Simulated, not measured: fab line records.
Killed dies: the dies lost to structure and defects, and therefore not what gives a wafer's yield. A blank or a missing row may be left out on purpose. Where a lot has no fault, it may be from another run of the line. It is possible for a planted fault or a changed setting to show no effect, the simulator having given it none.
fab line records	flow sfq-line	part 1 of 2: steps 1 to 27 of 39
record lots=5	wafers=15	last-day=92
route steps=325 shown M5@208 A5B@209 R5@212 I5@228 C5@240
lots untouched by any fault: they come from a run of this same line in which no faults occurred
start-h: the number of hours between the record's first day and the start of the first shown wafer of the lot	wait-h: hours since the lot's step before	" same as the row above	L1.1+2: one row covering several wafers at once	- either no value or no given start	* or withheld: withheld	< > ~ a bound
route shown NAME@n: a module of which the file shows steps, and the number in the route of the first	usual: mean/standard deviation taken from wafers without a fault	same: alike in all rows	chamber/n: place in a boat	sites: the reading at each site	_std_site: how widely they spread, as a standard deviation	_edge_site: mean of outer sites minus mean of inner sites	radius-mm: for every site, how far away it sits from the centre of the wafer	mask NAME#n: copy n	behind: the most recent tool/chamber to have shaped the wafer	hold: reason for holding the lot/hours on hold/outcome of the hold	device: whichever transistor did not switch (one of n, p or np)	end of line: tests run on the same wafers once the route is complete	a step without rows: its recipe alone	killed: not the wafer's yield, but the dies lost to structure and defects at the first sort	map: shows each die of a wafer: x if killed, . if not, _ if none is there
set.NAME: the setting the step ran with; set.NAME@STEP: the setting that earlier step ran with	model.NAME: the simulator's own value behind a step, which no gauge read
lots seen at some steps along the route; tables by step, rows by wafer
services: the hour from which a tool's chamber was out of use, counted from the record's first day as start-h (under 0 if before that day), plus the number of hours and why
## steps
# step SFQ_TRILAYER_M5_STRIP_SOLV_CLEAN_128
# recipe chemistry=NMP	temp-c=70	time-s=600
lot.wafer	tool	chamber	start-h	wait-h
L079.1+2+3	wet-bench-04	4,6,7	1442.94	0.4
L080.3+5+6	wet-bench-04	1,5,2	1445.34	0.2
L081.1+4+5	wet-bench-04	6,7,0	1448.42	0.4
L087.1+2+6	wet-bench-01	5,0,6	1465.22	0.4
L097.1+4+6	wet-bench-04	5,6,1	1618.86	0.4
# step SFQ_TRILAYER_A5B_DEP_PECVD_129
# recipe material=SiO2	temp-c=150	time-s=133.33	pressure-torr=2.4	rf-w=183.3	precursor=SiH4/N2O	target-thk-nm=600
# usual chamber-pressure-Torr=2.400/0.0051	heater-power-w=83/17	throttle-valve-pct=24.9/1.8
lot.wafer	tool	chamber	start-h	wait-h	chamber-pressure-Torr	heater-power-w	throttle-valve-pct
L079.1	pecvd-01	1	1443.11	0.0	2.402	118	22.1
L079.2	"	2	"	"	2.394	79	23.1
L079.3	"	0	"	"	2.403	75	22.8
L080.3	pecvd-04	0	1445.51	0.0	2.402	68	26.5
L080.5	"	2	"	"	2.396	82	25.0
L080.6	"	1	"	"	2.394	61	26.5
L081.1	pecvd-04	0	1448.59	0.0	2.400	63	26.2
L081.4	"	2	"	"	2.397	89	24.9
L081.5	"	0	"	"	2.408	67	26.5
L087.1	pecvd-04	2	1465.39	0.0	2.400	77	25.0
L087.2	"	1	"	"	2.399	64	26.5
L087.6	"	2	"	"	2.394	85	24.9
L097.1	pecvd-04	1	1619.03	0.0	2.393	61	26.8
L097.4	"	0	"	"	2.402	74	26.8
L097.6	"	2	"	"	2.400	82	25.3
# step SFQ_TRILAYER_A5B_CMP_CMP_130
# recipe stop-on=Nb	down-force-psi=3	platen-rpm=60	target-thk-nm=340.7
# usual motor-current-A=10.1/1	retaining-ring-pressure-frac=1.000/0.0047
lot.wafer	tool	chamber	start-h	wait-h	motor-current-A	retaining-ring-pressure-frac
L079.2	cmp-02	1	1446.11	2.9	9.7	1.010
L079.1	"	2	"	"	7.9	1.000
L079.3	"	3	"	"	11.7	0.995
L080.3	cmp-02	0	1448.61	3.0	10.7	0.999
L080.5	"	0	1450.61	5.0	10.5	0.996
L080.6	"	1	"	"	10.1	0.993
L081.4	cmp-01	2	1451.92	3.2	9.7	1.007
L081.1	"	1	1453.42	4.8	11.9	1.004
L081.5	"	3	1454.42	5.7	9.8	1.002
L087.2	cmp-01	3	1467.42	2.0	10.1	1.001
L087.1	"	1	1468.42	3.0	11.8	0.997
L087.6	"	2	"	"	9.5	1.006
L097.1	cmp-02	2	1619.12	0.0	8.3	0.996
L097.4	"	3	"	"	11.3	0.996
L097.6	"	3	1621.62	2.5	11.0	1.000
# step SFQ_TRILAYER_A5B_METRO_MEASURE_131
# usual thk-nm=339/4.9
lot.wafer	tool	chamber	start-h	wait-h	thk-nm
L079.1	film-metro-01	-	1448.61	1.5	336
L079.2	"	-	"	"	336
L079.3	"	-	"	"	330
L080.3	film-metro-04	-	1452.01	2.9	345
L080.5	"	-	"	"	345
L080.6	"	-	"	"	339
L081.1	film-metro-04	-	1454.92	1.0	348
L081.4	"	-	"	"	337
L081.5	"	-	"	"	339
L087.1	film-metro-02	-	1469.92	1.0	340
L087.2	"	-	"	"	340
L087.6	"	-	"	"	329
L097.1	film-metro-02	-	1622.12	2.5	337
L097.4	"	-	"	"	342
L097.6	"	-	"	"	337
# step SFQ_TRILAYER_R5_DEP_SPUTTER_132
# recipe material=Ti	base-pressure-pa=1.33e-06	target-thk-nm=5	power-w=2000	time-s=5	chamber-pressure-pa=0.4
# usual throttle-valve-pct=30.2/1.1
lot.wafer	tool	chamber	start-h	wait-h	throttle-valve-pct
L079.1	pvd-sputter-04	-	1449.81	1.0	31.0
L079.2	"	-	"	"	29.2
L079.3	"	-	"	"	31.1
L080.3	pvd-sputter-05	-	1452.81	0.6	30.9
L080.5	"	-	"	"	30.8
L080.6	"	-	"	"	28.8
L081.1	pvd-sputter-04	-	1456.12	1.0	31.0
L081.4	"	-	"	"	31.2
L081.5	"	-	"	"	30.7
L087.1	pvd-sputter-04	-	1471.12	1.0	30.6
L087.2	"	-	"	"	31.6
L087.6	"	-	"	"	29.1
L097.1	pvd-sputter-06	-	1623.32	1.0	28.8
L097.4	"	-	"	"	28.9
L097.6	"	-	"	"	28.5
# step SFQ_TRILAYER_R5_DEP_SPUTTER_133
# recipe material=MoNx	base-pressure-pa=1.33e-06	target-thk-nm=40	power-w=1000	time-s=66.7	chamber-pressure-pa=0.4
# usual throttle-valve-pct=30.2/1.1
lot.wafer	tool	chamber	start-h	wait-h	throttle-valve-pct
L079.1	pvd-sputter-04	-	1449.82	0.0	31.1
L079.2	"	-	"	"	29.2
L079.3	"	-	"	"	31.2
L080.3	pvd-sputter-05	-	1452.82	0.0	31.0
L080.5	"	-	"	"	30.8
L080.6	"	-	"	"	28.2
L081.1	pvd-sputter-04	-	1456.14	0.0	31.0
L081.4	"	-	"	"	30.9
L081.5	"	-	"	"	30.9
L087.1	pvd-sputter-04	-	1471.14	0.0	31.2
L087.2	"	-	"	"	31.3
L087.6	"	-	"	"	29.0
L097.1	pvd-sputter-06	-	1623.34	0.0	28.8
L097.4	"	-	"	"	28.9
L097.6	"	-	"	"	29.0
# step SFQ_TRILAYER_R5_DEP_SPUTTER_134
# recipe material=Ti	base-pressure-pa=1.33e-06	target-thk-nm=5	power-w=2000	time-s=5	chamber-pressure-pa=0.4
# usual throttle-valve-pct=30.2/1.1
lot.wafer	tool	chamber	start-h	wait-h	throttle-valve-pct
L079.1	pvd-sputter-04	-	1449.88	0.0	30.9
L079.2	"	-	"	"	29.2
L079.3	"	-	"	"	30.9
L080.3	pvd-sputter-05	-	1452.88	0.0	30.8
L080.5	"	-	"	"	31.0
L080.6	"	-	"	"	28.2
L081.1	pvd-sputter-04	-	1456.20	0.0	30.9
L081.4	"	-	"	"	30.9
L081.5	"	-	"	"	31.0
L087.1	pvd-sputter-04	-	1471.20	0.0	31.0
L087.2	"	-	"	"	31.1
L087.6	"	-	"	"	29.1
L097.1	pvd-sputter-06	-	1623.40	0.0	28.7
L097.4	"	-	"	"	29.0
L097.6	"	-	"	"	28.7
# step SFQ_R5_RS_MEAS_933
# recipe thk-meas-gauge=four-point-probe	reads=Ti_of_TRILAYER_R5_DEP_SPUTTER_134+MoNx_of_TRILAYER_R5_DEP_SPUTTER_133+Ti_of_TRILAYER_R5_DEP_SPUTTER_132
# usual R5_MONX_RS=7.04/0.086
lot.wafer	tool	chamber	start-h	wait-h	R5_MONX_RS[ohm/sq]
L079.1	film-metro-03	-	1449.90	0.0	7.05
L079.2	"	-	"	"	7.01
L079.3	"	-	"	"	6.91
L080.3	film-metro-01	-	1452.94	0.0	7.07
L080.5	"	-	"	"	7.05
L080.6	"	-	"	"	7.06
L081.1	film-metro-01	-	1456.22	0.0	6.98
L081.4	"	-	"	"	6.94
L081.5	"	-	"	"	7.07
L087.1	film-metro-01	-	1471.22	0.0	6.91
L087.2	"	-	"	"	7.15
L087.6	"	-	"	"	7.10
L097.1	film-metro-01	-	1623.42	0.0	7.02
L097.4	"	-	"	"	7.04
L097.6	"	-	"	"	7.00
# step SFQ_R5_THK_MEAS_934
# recipe thk-meas-gauge=xrf	reads=MoNx_of_TRILAYER_R5_DEP_SPUTTER_133
# usual R5_MONX_THK=39.9/0.61
lot.wafer	tool	chamber	start-h	wait-h	R5_MONX_THK[nm]
L079.1	film-metro-03	-	1450.02	0.1	39.6
L079.2	"	-	"	"	40.2
L079.3	"	-	"	"	40.6
L080.3	film-metro-01	-	1453.04	0.1	40.2
L080.5	"	-	"	"	40.0
L080.6	"	-	"	"	40.0
L081.1	film-metro-01	-	1456.34	0.1	40.5
L081.4	"	-	"	"	40.7
L081.5	"	-	"	"	40.4
L087.1	film-metro-01	-	1471.34	0.1	40.7
L087.2	"	-	"	"	39.5
L087.6	"	-	"	"	40.0
L097.1	film-metro-01	-	1623.54	0.1	40.7
L097.4	"	-	"	"	40.4
L097.6	"	-	"	"	40.6
# step SFQ_TRILAYER_R5_LITHO_COAT_141
# recipe resist=BARC	spin-rpm=3000	resist-thk-nm=62
# usual spin-speed-rpm=2999.9/1.7
lot.wafer	tool	chamber	start-h	wait-h	spin-speed-rpm
L079.1	litho-track-01	0	1450.08	0.1	2998.6
L079.2	"	0	"	"	2998.6
L079.3	"	0	"	"	3001.4
L080.3	litho-track-01	0	1453.18	0.1	2994.8
L080.5	"	0	"	"	3001.4
L080.6	"	0	"	"	2998.4
L081.1	litho-track-01	0	1456.40	0.1	3001.3
L081.4	"	0	"	"	2999.2
L081.5	"	0	"	"	3000.2
L087.1	litho-track-01	0	1471.40	0.1	3000.2
L087.2	"	0	"	"	3001.6
L087.6	"	0	"	"	3000.3
L097.1	litho-track-04	0	1623.60	0.1	3000.1
L097.4	"	0	"	"	3001.6
L097.6	"	0	"	"	2999.0
# step SFQ_TRILAYER_R5_LITHO_COAT_136
# recipe resist=KrF	spin-rpm=3000	resist-thk-nm=600
# usual spin-speed-rpm=3000.0/2
lot.wafer	tool	chamber	start-h	wait-h	spin-speed-rpm
L079.1	litho-track-01	0	1450.38	0.2	3002.7
L079.2	"	0	"	"	2997.0
L079.3	"	0	"	"	3001.5
L080.3	litho-track-01	0	1453.48	0.2	3002.9
L080.5	"	0	"	"	3001.9
L080.6	"	0	"	"	3000.2
L081.1	litho-track-01	0	1456.70	0.2	2996.1
L081.4	"	0	"	"	2997.7
L081.5	"	0	"	"	2997.7
L087.1	litho-track-01	0	1471.70	0.2	3000.5
L087.2	"	0	"	"	3004.1
L087.6	"	0	"	"	3000.1
L097.1	litho-track-04	0	1623.90	0.2	2996.5
L097.4	"	0	"	"	2995.7
L097.6	"	0	"	"	2999.0
# step SFQ_TRILAYER_R5_LITHO_SOFTBAKE_140
# recipe temp-c=withheld	time-s=withheld	resist=KrF
lot.wafer	tool	chamber	start-h	wait-h
L079.1+2+3	litho-track-01	0	1450.68	0.2
L080.3+5+6	litho-track-01	0	1453.73	0.2
L081.1+4+5	litho-track-01	0	1457.00	0.2
L087.1+2+6	litho-track-01	0	1472.00	0.2
L097.1+4+6	litho-track-04	0	1624.20	0.2
# step SFQ_TRILAYER_R5_LITHO_EXPOSE_137
# recipe mask-id=R5	na=0.6	source-shape=conventional	sigma-outer=0.65	target-cd-nm=500	dose-mj=14.4
lot.wafer	tool	chamber	start-h	wait-h	mask
L079.1+2+3	krf-scanner-02	0	1569.42	-	R5#0
L080.3+5+6	krf-scanner-02	0	1572.22	-	R5#0
L081.1+4+5	krf-scanner-02	0	1574.22	-	R5#0
L087.1+2+6	krf-scanner-02	0	1587.42	-	R5#0
L097.1+4+6	krf-scanner-02	0	1735.13	-	R5#0
# step SFQ_TRILAYER_R5_LITHO_PEB_139
# recipe peb-temp-c=115	peb-time-s=60	resist=KrF
# same peb-time-s=60
lot.wafer	tool	chamber	start-h	wait-h
L079.1+2+3	litho-track-01	0	1570.62	1.0
L080.3+5+6	litho-track-03	0	1573.07	0.7
L081.1+4+5	litho-track-01	0	1575.42	1.0
L087.1+2+6	litho-track-04	0	1588.62	1.0
L097.1+4+6	litho-track-04	0	1736.33	1.0
# step SFQ_TRILAYER_R5_LITHO_DEVELOP_138
# recipe time-s=60	resist=KrF
lot.wafer	tool	chamber	start-h	wait-h
L079.1+2+3	litho-track-01	0	1570.77	0.1
L080.3+5+6	litho-track-03	0	1573.22	0.1
L081.1+4+5	litho-track-01	0	1575.57	0.1
L087.1+2+6	litho-track-04	0	1588.77	0.1
L097.1+4+6	litho-track-04	0	1736.48	0.1
# step SFQ_R5_OVL_MEAS_935
# usual R5_OVL=-4/5.9
lot.wafer	tool	chamber	start-h	wait-h	R5_OVL[nm]
L079.1	overlay-02	-	1570.92	0.1	-6
L079.2	"	-	"	"	5
L079.3	"	-	"	"	-10
L080.3	overlay-02	-	1573.33	0.1	-7
L080.5	"	-	"	"	-3
L080.6	"	-	"	"	-14
L081.1	overlay-01	-	1575.72	0.1	0
L081.4	"	-	"	"	-2
L081.5	"	-	"	"	-5
L087.1	overlay-01	-	1588.92	0.1	-1
L087.2	"	-	"	"	-6
L087.6	"	-	"	"	-10
L097.1	overlay-02	-	1736.63	0.1	-6
L097.4	"	-	"	"	1
L097.6	"	-	"	"	-1
# step SFQ_TRILAYER_R5_BARC_OPEN_METAL_ETCH_177
# recipe mask-material=PR	chemistry=O2	target-depth-nm=125	target=BARC	icp-w=600	bias-w=80	pressure-mtorr=10	time-s=41.7
# usual drypump-motor-current-A=5.89/0.27	oes-product-au=0.685/0.0048
lot.wafer	tool	chamber	start-h	wait-h	drypump-motor-current-A	oes-product-au	rf-hours-counter-h
L079.1	rie-metal-04	0	1570.95	0.0	5.78	0.684	53
L079.2	"	1	"	"	6.15	0.686	23
L079.3	"	0	"	"	5.73	0.687	-
L080.3	rie-metal-03	0	1573.37	0.0	5.88	0.683	-
L080.5	"	1	"	"	5.75	0.681	-
L080.6	"	0	"	"	5.93	0.681	-
L081.1	rie-metal-02	1	1575.75	0.0	6.28	0.689	52
L081.4	"	1	"	"	6.27	0.691	-
L081.5	"	0	"	"	5.46	0.690	-
L087.1	rie-metal-03	0	1588.95	0.0	5.94	0.685	67
L087.2	"	1	"	"	5.77	0.687	32
L087.6	"	0	"	"	5.96	0.683	-
L097.1	rie-metal-04	1	1736.67	0.0	6.15	0.687	45
L097.4	"	1	"	"	6.18	0.687	-
L097.6	"	0	"	"	5.77	0.676	-
# step SFQ_TRILAYER_R5_ETCH_METAL_ETCH_139
# recipe stop-on=SiO2	mask-material=PR	chemistry=Cl2	target-depth-nm=60	icp-w=600	bias-w=80	pressure-mtorr=10	time-s=40
# usual drypump-motor-current-A=5.89/0.27	oes-product-au=0.990/0.0058
lot.wafer	tool	chamber	start-h	wait-h	drypump-motor-current-A	oes-product-au	rf-hours-counter-h
L079.1	rie-metal-04	0	1571.01	0.0	5.79	0.986	54
L079.2	"	1	"	"	6.16	0.996	23
L079.3	"	0	"	"	5.78	0.986	-
L080.3	rie-metal-03	0	1573.43	0.0	5.88	0.996	-
L080.5	"	1	"	"	5.76	0.991	-
L080.6	"	0	"	"	5.89	0.989	-
L081.1	rie-metal-02	1	1575.81	0.0	6.31	0.992	52
L081.4	"	1	"	"	6.29	0.995	-
L081.5	"	0	"	"	5.47	0.990	-
L087.1	rie-metal-03	0	1589.01	0.0	5.90	0.992	67
L087.2	"	1	"	"	5.72	0.990	32
L087.6	"	0	"	"	5.92	0.984	-
L097.1	rie-metal-04	1	1736.73	0.0	6.17	0.984	45
L097.4	"	1	"	"	6.14	0.983	-
L097.6	"	0	"	"	5.77	0.971	-
# step SFQ_TRILAYER_R5_STRIP_STRIP_140
# recipe gas=O2	power-w=200	platen-temp-c=40	overash-fraction=0.65	chemistry=O2	pressure-mtorr=50
# usual drypump-motor-current-A=5.89/0.27	oes-product-au=1.000/0.0095
lot.wafer	tool	chamber	start-h	wait-h	drypump-motor-current-A	oes-product-au	rf-hours-counter-h
L079.1	rie-metal-04	0	1571.07	0.0	5.78	1.009	54
L079.2	"	1	"	"	6.18	1.007	23
L079.3	"	0	"	"	5.79	0.997	-
L080.3	rie-metal-03	0	1573.67	0.2	5.92	1.004	-
L080.5	"	1	"	"	5.73	1.006	-
L080.6	"	0	"	"	5.91	1.012	-
L081.1	rie-metal-02	1	1575.87	0.0	6.31	1.008	52
L081.4	"	1	"	"	6.29	1.015	-
L081.5	"	0	"	"	5.47	0.990	-
L087.1	rie-metal-03	0	1589.07	0.0	5.90	1.013	67
L087.2	"	1	"	"	5.72	1.000	32
L087.6	"	0	"	"	5.88	1.014	-
L097.1	rie-metal-04	1	1736.79	0.0	6.10	1.003	45
L097.4	"	1	"	"	6.17	1.009	-
L097.6	"	0	"	"	5.82	0.982	-
# step SFQ_TRILAYER_R5_STRIP_SOLV_CLEAN_141
# recipe chemistry=NMP	temp-c=70	time-s=600
lot.wafer	tool	chamber	start-h	wait-h
L079.1+2+3	wet-bench-02	1,0,3	1571.67	0.4
L080.3+5+6	wet-bench-03	3,2,1	1574.07	0.2
L081.1+4+5	wet-bench-01	3,4,6	1576.47	0.4
L087.1+2+6	wet-bench-03	0,1,7	1589.67	0.4
L097.1+4+6	wet-bench-03	4,7,0	1737.39	0.4
# step SFQ_TRILAYER_A5C_DEP_PECVD_142
# recipe material=SiO2	temp-c=150	time-s=15.556	pressure-torr=2.4	rf-w=183.3	precursor=SiH4/N2O	target-thk-nm=70
# usual chamber-pressure-Torr=2.401/0.0053	heater-power-w=85/13	throttle-valve-pct=25.3/1.7
lot.wafer	tool	chamber	start-h	wait-h	chamber-pressure-Torr	heater-power-w	throttle-valve-pct
L079.1	pecvd-04	1	1571.86	0.0	2.407	62	26.5
L079.2	"	2	"	"	2.408	90	25.2
L079.3	"	0	"	"	2.394	74	26.8
L080.3	pecvd-03	1	1574.25	0.0	2.397	72	24.6
L080.5	"	0	"	"	2.398	76	27.7
L080.6	"	2	"	"	2.399	97	26.4
L081.1	pecvd-04	2	1576.65	0.0	2.397	75	25.4
L081.4	"	2	"	"	2.406	74	25.4
L081.5	"	0	"	"	2.398	63	27.0
L087.1	pecvd-04	0	1589.85	0.0	2.397	67	27.0
L087.2	"	1	"	"	2.397	63	26.7
L087.6	"	0	"	"	2.406	70	27.0
L097.1	pecvd-02	0	1737.58	0.0	2.403	89	22.7
L097.4	"	2	"	"	2.402	90	23.8
L097.6	"	0	"	"	2.395	89	22.8
# step SFQ_TRILAYER_I5_LITHO_COAT_149
# recipe resist=BARC	spin-rpm=3000	resist-thk-nm=62
# usual spin-speed-rpm=3000.1/1.9
lot.wafer	tool	chamber	start-h	wait-h	spin-speed-rpm
L079.1	litho-track-02	0	1571.89	0.0	3003.5
L079.2	"	0	"	"	3001.3
L079.3	"	0	"	"	2998.9
L080.3	litho-track-02	0	1574.37	0.1	2999.0
L080.5	"	0	"	"	3000.9
L080.6	"	0	"	"	2999.1
L081.1	litho-track-02	0	1576.67	0.0	3001.4
L081.4	"	0	"	"	3001.6
L081.5	"	0	"	"	2999.4
L087.1	litho-track-02	0	1589.87	0.0	2999.5
L087.2	"	0	"	"	2999.4
L087.6	"	0	"	"	2999.8
L097.1	litho-track-04	0	1737.61	0.0	2997.7
L097.4	"	0	"	"	3001.7
L097.6	"	0	"	"	2995.9
# step SFQ_TRILAYER_I5_LITHO_COAT_144
# recipe resist=KrF	spin-rpm=3000	resist-thk-nm=650
# usual spin-speed-rpm=3000.1/2.1
lot.wafer	tool	chamber	start-h	wait-h	spin-speed-rpm
L079.1	litho-track-02	0	1572.19	0.2	3002.3
L079.2	"	0	"	"	3003.1
L079.3	"	0	"	"	2998.2
L080.3	litho-track-02	0	1574.67	0.2	3000.3
L080.5	"	0	"	"	2999.5
L080.6	"	0	"	"	3001.6
L081.1	litho-track-02	0	1576.97	0.2	2999.0
L081.4	"	0	"	"	3001.2
L081.5	"	0	"	"	2999.8
L087.1	litho-track-02	0	1590.17	0.2	3002.3
L087.2	"	0	"	"	2999.9
L087.6	"	0	"	"	3001.1
L097.1	litho-track-04	0	1737.91	0.2	3001.4
L097.4	"	0	"	"	3000.6
L097.6	"	0	"	"	3000.6
# step SFQ_TRILAYER_I5_LITHO_SOFTBAKE_148
# recipe temp-c=withheld	time-s=withheld	resist=KrF
lot.wafer	tool	chamber	start-h	wait-h
L079.1+2+3	litho-track-02	0	1572.49	0.2
L080.3+5+6	litho-track-02	0	1574.92	0.2
L081.1+4+5	litho-track-02	0	1577.27	0.2
L087.1+2+6	litho-track-02	0	1590.47	0.2
L097.1+4+6	litho-track-04	0	1738.21	0.2
# step SFQ_TRILAYER_I5_LITHO_EXPOSE_145
# recipe mask-id=I5	na=0.6	source-shape=conventional	sigma-outer=0.65	target-cd-nm=700	dose-mj=21.3
lot.wafer	tool	chamber	start-h	wait-h	mask
L079.1+2+3	krf-scanner-01	0	1573.49	-	I5#0
L080.3+5+6	krf-scanner-01	0	1575.42	-	I5#0
L081.1+4+5	krf-scanner-01	0	1577.42	-	I5#0
L087.1+2+6	krf-scanner-01	0	1590.62	-	I5#0
L097.1+4+6	krf-scanner-02	0	1842.49	-	I5#0
# step SFQ_TRILAYER_I5_LITHO_PEB_147
# recipe peb-temp-c=115	peb-time-s=60	resist=KrF
# same peb-time-s=60
lot.wafer	tool	chamber	start-h	wait-h
L079.1+2+3	litho-track-04	0	1574.69	1.0
L080.3+5+6	litho-track-02	0	1576.27	0.7
L081.1+4+5	litho-track-02	0	1578.62	1.0
L087.1+2+6	litho-track-04	0	1591.82	1.0
L097.1+4+6	litho-track-04	0	1843.69	1.0
# step SFQ_TRILAYER_I5_LITHO_DEVELOP_146
# recipe time-s=60	resist=KrF
lot.wafer	tool	chamber	start-h	wait-h
L079.1+2+3	litho-track-04	0	1574.84	0.1
L080.3+5+6	litho-track-02	0	1576.42	0.1
L081.1+4+5	litho-track-02	0	1578.77	0.1
L087.1+2+6	litho-track-04	0	1591.97	0.1
L097.1+4+6	litho-track-04	0	1843.84	0.1
